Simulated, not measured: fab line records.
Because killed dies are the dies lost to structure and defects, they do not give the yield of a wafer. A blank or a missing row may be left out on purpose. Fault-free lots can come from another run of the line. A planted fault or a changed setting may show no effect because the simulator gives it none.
The tool behind it: which one? / flow sky130 / Sampling: 10 lots, 30 wafers, 6 of 708 route steps

WHAT THE GAUGES READ, wafer by wafer
SKY_SPACER_THK_MEAS_01.
lot=L691; measured=day 23 19:26; on=film metro-04; SPACER_CVD_00_THK (nm)=43.7 43.3 43.5
lot=L693; measured=day 24 06:40; on=film metro-02; SPACER_CVD_00_THK (nm)=43.5 43.3 43.4
lot=L699; measured=day 26 00:37; on=film metro-04; SPACER_CVD_00_THK (nm)=42.8 43.0 42.8
lot=L701; measured=day 26 15:11; on=film metro-04; SPACER_CVD_00_THK (nm)=45.5 47.5 48.6
lot=L702; measured=day 27 02:25; on=film metro-04; SPACER_CVD_00_THK (nm)=44.2 44.5 47.6
lot=L710; measured=day 29 10:02; on=film metro-02; SPACER_CVD_00_THK (nm)=43.6 43.4 43.2
lot=L709; measured=day 29 14:08; on=film metro-02; SPACER_CVD_00_THK (nm)=43.1 43.3 43.2
lot=L711; measured=day 29 21:17; on=film metro-04; SPACER_CVD_00_THK (nm)=43.0 43.0 43.3
lot=L713; measured=day 30 22:11; on=film metro-02; SPACER_CVD_00_THK (nm)=42.5 42.6 43.0
lot=L714; measured=day 31 09:26; on=film metro-04; SPACER_CVD_00_THK (nm)=43.1 42.7 43.2

SKY_SD_N_CD_MEAS_07: the cd target is 380 nm.
lot=L691; measured=day 28 17:02; on=cd sem-01; cd nm (nm)=378.8 378.7 377.2
lot=L693; measured=day 29 04:08; on=cd sem-01; cd nm (nm)=379.1 382.6 381.3
lot=L699; measured=day 30 18:59; on=cd sem-02; cd nm (nm)=379.4 380.4 380.8
lot=L701; measured=day 31 07:04; on=cd sem-01; cd nm (nm)=384.1 382.7 381.8
lot=L702; measured=day 31 19:28; on=cd sem-01; cd nm (nm)=380.3 379.1 377.1
lot=L710; measured=day 33 23:13; on=cd sem-01; cd nm (nm)=377.6 378.5 380.0
lot=L709; measured=day 34 02:49; on=cd sem-02; cd nm (nm)=380.7 379.7 381.5
lot=L711; measured=day 34 10:16; on=cd sem-01; cd nm (nm)=381.1 380.9 380.3
lot=L713; measured=day 35 09:16; on=cd sem-02; cd nm (nm)=380.7 381.4 380.0
lot=L714; measured=day 35 21:16; on=cd sem-01; cd nm (nm)=385.2 387.2 382.9

WHAT TOOL EACH LOT RAN ON (gives the tool, then ch and the chambers of the sampled wafers, and finally the start)
lot=L691; SKY_LDD_HVP_STRIP_09=plasma asher-03 ch 0,1, day 22 09:12; SKY_SPACER_CVD_00=lpcvd-02 ch 1, day 23 18:13; SKY_SPACER_ETCHBACK_02=rie diel-03 ch 1,2,3, day 23 19:29; SKY_POLY_CUT_STRIP_12=plasma asher-01 ch 0,1, day 25 01:43
lot=L693; SKY_LDD_HVP_STRIP_09=plasma asher-03 ch 0,1, day 22 23:19; SKY_SPACER_CVD_00=lpcvd-02 ch 0, day 24 05:28; SKY_SPACER_ETCHBACK_02=rie diel-02 ch 0,1,3, day 24 06:44; SKY_POLY_CUT_STRIP_12=plasma asher-01 ch 0,1, day 25 12:49
lot=L699; SKY_LDD_HVP_STRIP_09=plasma asher-03 ch 0,1, day 24 17:44; SKY_SPACER_CVD_00=lpcvd-02 ch 0, day 25 23:23; SKY_SPACER_ETCHBACK_02=rie diel-04 ch 2,3, day 26 00:39; SKY_POLY_CUT_STRIP_12=plasma asher-03 ch 0,1, day 27 06:49
lot=L701; SKY_LDD_HVP_STRIP_09=plasma asher-03 ch 0,1, day 25 07:45; SKY_SPACER_CVD_00=lpcvd-02 ch 1, day 26 13:58; SKY_SPACER_ETCHBACK_02=rie diel-03 ch 1,2, day 26 15:14; SKY_POLY_CUT_STRIP_12=plasma asher-03 ch 0,1, day 27 20:35
lot=L702; SKY_LDD_HVP_STRIP_09=plasma asher-04 ch 0,1, day 25 18:37; SKY_SPACER_CVD_00=lpcvd-02 ch 0, day 27 00:37; SKY_SPACER_ETCHBACK_02=rie diel-04 ch 0,3, day 27 02:29; SKY_POLY_CUT_STRIP_12=plasma asher-03 ch 0,1, day 28 07:37
lot=L710; SKY_LDD_HVP_STRIP_09=plasma asher-03 ch 0,1, day 28 03:51; SKY_SPACER_CVD_00=lpcvd-02 ch 1, day 29 08:50; SKY_SPACER_ETCHBACK_02=rie diel-04 ch 0,1,2, day 29 10:06; SKY_POLY_CUT_STRIP_12=plasma asher-03 ch 1, day 30 14:08
lot=L709; SKY_LDD_HVP_STRIP_09=plasma asher-04 ch 0,1, day 28 06:34; SKY_SPACER_CVD_00=lpcvd-02 ch 0, day 29 12:56; SKY_SPACER_ETCHBACK_02=rie diel-04 ch 0,3, day 29 14:12; SKY_POLY_CUT_STRIP_12=plasma asher-01 ch 0,1, day 30 18:19
lot=L711; SKY_LDD_HVP_STRIP_09=plasma asher-04 ch 0,1, day 28 15:21; SKY_SPACER_CVD_00=lpcvd-02 ch 0, day 29 19:28; SKY_SPACER_ETCHBACK_02=rie diel-04 ch 1,2,3, day 29 21:20; SKY_POLY_CUT_STRIP_12=plasma asher-03 ch 0,1, day 31 01:01
lot=L713; SKY_LDD_HVP_STRIP_09=plasma asher-04 ch 0,1, day 29 16:12; SKY_SPACER_CVD_00=lpcvd-02 ch 0, day 30 20:59; SKY_SPACER_ETCHBACK_02=rie diel-04 ch 0,1,3, day 30 22:15; SKY_POLY_CUT_STRIP_12=plasma asher-03 ch 0,1, day 32 01:26
lot=L714; SKY_LDD_HVP_STRIP_09=plasma asher-04 ch 0,1, day 30 02:56; SKY_SPACER_CVD_00=lpcvd-02 ch 0, day 31 08:13; SKY_SPACER_ETCHBACK_02=rie diel-04 ch 0,3, day 31 09:28; SKY_POLY_CUT_STRIP_12=plasma asher-04 ch 0,1, day 32 13:21
- SKY_LDD_HVP_STRIP_09: strips in O2/N2.
- SKY_SPACER_CVD_00: deposits Si3N4 from DCS/NH3, target thk 43.1 nm, time 740 s.
- SKY_SPACER_ETCHBACK_02: etches Si3N4 in CH3F/O2, stops on SiO2, time 46.7 s, target depth 45 nm.
- SKY_POLY_CUT_STRIP_12: strips in O2/N2.

WHAT THE TOOLS THEMSELVES READ (means of the sampled wafers that have a number; where no wafer has one, the mark that the record gives instead)
SKY_LDD_HVP_STRIP_09.
lot=L691; tool=plasma asher-03; drypump motor current A (A)=5.60; oes product au (a.u.)=0.409; strip time to endpoint s (s)=4.140
lot=L693; tool=plasma asher-03; drypump motor current A (A)=5.55; oes product au (a.u.)=0.411; strip time to endpoint s (s)=4.152
lot=L699; tool=plasma asher-03; drypump motor current A (A)=5.56; oes product au (a.u.)=0.407; strip time to endpoint s (s)=4.133
lot=L701; tool=plasma asher-03; drypump motor current A (A)=5.72; oes product au (a.u.)=0.407; strip time to endpoint s (s)=4.134
lot=L702; tool=plasma asher-04; drypump motor current A (A)=5.80; oes product au (a.u.)=0.406; strip time to endpoint s (s)=4.152
lot=L710; tool=plasma asher-03; drypump motor current A (A)=5.53; oes product au (a.u.)=0.405; strip time to endpoint s (s)=4.125
lot=L709; tool=plasma asher-04; drypump motor current A (A)=5.84; oes product au (a.u.)=0.412; strip time to endpoint s (s)=4.145
lot=L711; tool=plasma asher-04; drypump motor current A (A)=5.80; oes product au (a.u.)=0.403; strip time to endpoint s (s)=4.123
lot=L713; tool=plasma asher-04; drypump motor current A (A)=5.79; oes product au (a.u.)=0.413; strip time to endpoint s (s)=4.146
lot=L714; tool=plasma asher-04; drypump motor current A (A)=5.83; oes product au (a.u.)=0.407; strip time to endpoint s (s)=4.119

SKY_SPACER_CVD_00.
lot=L691; tool=lpcvd-02; spike tc centre C (C)=770.1; zone power centre pct (%)=15.2; zone power lower pct (%)=12.5; zone power top pct (%)=20; zone power upper pct (%)=13.5
lot=L693; tool=lpcvd-02; spike tc centre C (C)=770.2; zone power centre pct (%)=14.3; zone power lower pct (%)=13.7; zone power top pct (%)=27; zone power upper pct (%)=15.9
lot=L699; tool=lpcvd-02; spike tc centre C (C)=770.0; zone power centre pct (%)=14.2; zone power lower pct (%)=13.7; zone power top pct (%)=27; zone power upper pct (%)=15.9
lot=L701; tool=lpcvd-02; spike tc centre C (C)=790.4; zone power centre pct (%)=20.9; zone power lower pct (%)=10.0; zone power top pct (%)=20; zone power upper pct (%)=10.7
lot=L702; tool=lpcvd-02; spike tc centre C (C)=790.6; zone power centre pct (%)=19.8; zone power lower pct (%)=10.9; zone power top pct (%)=27; zone power upper pct (%)=12.6
lot=L710; tool=lpcvd-02; spike tc centre C (C)=769.8; zone power centre pct (%)=15.0; zone power lower pct (%)=12.4; zone power top pct (%)=20; zone power upper pct (%)=13.5
lot=L709; tool=lpcvd-02; spike tc centre C (C)=770.5; zone power centre pct (%)=14.4; zone power lower pct (%)=13.6; zone power top pct (%)=27; zone power upper pct (%)=16.1
lot=L711; tool=lpcvd-02; spike tc centre C (C)=769.8; zone power centre pct (%)=14.2; zone power lower pct (%)=13.7; zone power top pct (%)=27; zone power upper pct (%)=16.0
lot=L713; tool=lpcvd-02; spike tc centre C (C)=769.8; zone power centre pct (%)=14.3; zone power lower pct (%)=13.7; zone power top pct (%)=27; zone power upper pct (%)=16.0
lot=L714; tool=lpcvd-02; spike tc centre C (C)=769.1; zone power centre pct (%)=14.3; zone power lower pct (%)=13.7; zone power top pct (%)=27; zone power upper pct (%)=16.0

SKY_SPACER_ETCHBACK_02.
lot=L691; tool=rie diel-03; drypump motor current A (A)=5.8; oes product au (a.u.)=0.857; throttle valve pct (%)=10.570
lot=L693; tool=rie diel-02; drypump motor current A (A)=6.3; oes product au (a.u.)=0.858; throttle valve pct (%)=10.554
lot=L699; tool=rie diel-04; drypump motor current A (A)=5.8; oes product au (a.u.)=0.853; throttle valve pct (%)=10.551
lot=L701; tool=rie diel-03; drypump motor current A (A)=5.3; oes product au (a.u.)=0.899; throttle valve pct (%)=10.572
lot=L702; tool=rie diel-04; drypump motor current A (A)=5.8; oes product au (a.u.)=0.882; throttle valve pct (%)=10.558
lot=L710; tool=rie diel-04; drypump motor current A (A)=5.6; oes product au (a.u.)=0.859; throttle valve pct (%)=10.565
lot=L709; tool=rie diel-04; drypump motor current A (A)=5.8; oes product au (a.u.)=0.852; throttle valve pct (%)=10.560
lot=L711; tool=rie diel-04; drypump motor current A (A)=5.6; oes product au (a.u.)=0.853; throttle valve pct (%)=10.568
lot=L713; tool=rie diel-04; drypump motor current A (A)=5.5; oes product au (a.u.)=0.852; throttle valve pct (%)=10.558
lot=L714; tool=rie diel-04; drypump motor current A (A)=5.8; oes product au (a.u.)=0.855; throttle valve pct (%)=10.564

SKY_POLY_CUT_STRIP_12.
lot=L691; tool=plasma asher-01; drypump motor current A (A)=5.57; oes product au (a.u.)=0.459; strip time to endpoint s (s)=5.372
lot=L693; tool=plasma asher-01; drypump motor current A (A)=5.57; oes product au (a.u.)=0.456; strip time to endpoint s (s)=5.366
lot=L699; tool=plasma asher-03; drypump motor current A (A)=5.56; oes product au (a.u.)=0.450; strip time to endpoint s (s)=5.368
lot=L701; tool=plasma asher-03; drypump motor current A (A)=5.73; oes product au (a.u.)=0.449; strip time to endpoint s (s)=5.326
lot=L702; tool=plasma asher-03; drypump motor current A (A)=5.72; oes product au (a.u.)=0.450; strip time to endpoint s (s)=5.348
lot=L710; tool=plasma asher-03; drypump motor current A (A)=5.39; oes product au (a.u.)=0.450; strip time to endpoint s (s)=5.343
lot=L709; tool=plasma asher-01; drypump motor current A (A)=5.56; oes product au (a.u.)=0.456; strip time to endpoint s (s)=5.356
lot=L711; tool=plasma asher-03; drypump motor current A (A)=5.54; oes product au (a.u.)=0.452; strip time to endpoint s (s)=5.339
lot=L713; tool=plasma asher-03; drypump motor current A (A)=5.53; oes product au (a.u.)=0.451; strip time to endpoint s (s)=5.370
lot=L714; tool=plasma asher-04; drypump motor current A (A)=5.79; oes product au (a.u.)=0.454; strip time to endpoint s (s)=5.361

THE ANSWER, worked out from the rows above alone
Rule: usual is defined by the lots themselves. The widest of any qualifying gaps counts: lots, ordered by their means at a reading, are off when they make up no more than a third of the lots, leave a main group of 4 or more, and stand apart from it by 3 or more times the standard deviation of that group's means. The tables above print the reading to a certain number of digits; a main group whose means all agree to those digits is not used. A lot without any number at a reading at which 4 lots or more have one is off too. The other lots that the step has rows for count as sound. First the gauges in route order, then the tools' own readings, where a lot's mean is used as printed above. At the first step where some lot is off, the reading lying furthest off is the one used; lots without a number count as furthest.
Off: L701, L702, at SKY_SPACER_THK_MEAS_01 (SPACER_CVD_00_THK). The main group: mean 43.1 nm, standard deviation 0.26.
If a tool, at a process step before that reading, ran all the lots that are off and no sound lot after the first of them, it fits. Not tried: the gauges at SKY_SPACER_THK_MEAS_01; whatever is off there is also off at SKY_SPACER_CVD_00, on other tools, and gauge error can't account for it. No candidate that was tried fits.

WHAT THE SIMULATOR HAD INSERTED
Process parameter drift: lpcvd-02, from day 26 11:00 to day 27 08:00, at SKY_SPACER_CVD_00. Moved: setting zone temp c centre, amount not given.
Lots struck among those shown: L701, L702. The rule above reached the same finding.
